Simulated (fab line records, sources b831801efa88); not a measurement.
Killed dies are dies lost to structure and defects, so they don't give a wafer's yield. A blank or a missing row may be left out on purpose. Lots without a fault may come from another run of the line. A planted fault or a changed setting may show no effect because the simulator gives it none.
One fault seen from 2 desks | flow sfq_line | each desk has only its own numbers; what lay behind them comes last

THE METROLOGY DESK
What the gauges read, lot by lot, whatever tool the lot ran on: means of the sampled wafers that have a number. A lot is out of limits, marked OUT, if its mean lies more than 4 standard deviations from the usual mean; the brackets give that distance.
Columns: A = M6_OVL at SFQ_M6_OVL_MEAS_940, usual -2 nm
lot  | first seen here | A
L958 | day 74 08:48    | 7
L959 | day 78 20:34    | 1
L961 | day 78 23:43    | 0
L962 | day 79 04:31    | -3
L965 | day 79 10:31    | 2
L967 | day 79 15:19    | -7
L968 | day 79 17:43    | 1
L971 | day 80 02:14    | -8
L973 | day 83 03:12    | -2
L975 | day 84 19:29    | -5
L976 | day 85 07:29    | -3
L977 | day 85 18:16    | -0
L979 | day 86 01:28    | -1
L980 | day 86 03:52    | -5
This desk's finding: nothing out of limits on any of the 14 lots.

THE TOOL OWNER'S DESK: cmp-02
The tool's own readings at SFQ_TRILAYER_I7_CMP_CMP_184 (polishes SiO2): means of the sampled wafers that have a number, for each lot that ran on this tool. A lot is out of limits, marked OUT, if its mean lies more than 4 standard deviations from the usual mean; the brackets give that distance.
Columns: A = edge_zone_pressure_frac at SFQ_TRILAYER_I7_CMP_CMP_184, usual 1.001; B = motor_current_A at SFQ_TRILAYER_I7_CMP_CMP_184, usual 10.6 A; C = time_to_endpoint_s at SFQ_TRILAYER_I7_CMP_CMP_184, usual 211 s
lot  | first seen here | A     | B    | C
L959 | day 83 07:16    | 1.005 | 10.8 | 210
L961 | day 83 12:51    | 0.997 | 10.9 | 215
L965 | day 83 23:09    | 1.002 | 10.8 | 197
L967 | day 84 02:45    | 0.999 | 10.9 | 191
L975 | day 88 10:53    | 1.000 | 11.5 | 204
L977 | day 91 17:08    | 1.004 | 10.9 | 204
L980 | day 92 05:38    | 0.998 | 11.2 | 220
This desk's finding: nothing out of limits on any of the 7 lots.

PUT TOGETHER
The metrology desk saw nothing out of limits.
The tool owner's desk saw nothing out of limits.

WHAT THE SIMULATOR HAD PUT IN
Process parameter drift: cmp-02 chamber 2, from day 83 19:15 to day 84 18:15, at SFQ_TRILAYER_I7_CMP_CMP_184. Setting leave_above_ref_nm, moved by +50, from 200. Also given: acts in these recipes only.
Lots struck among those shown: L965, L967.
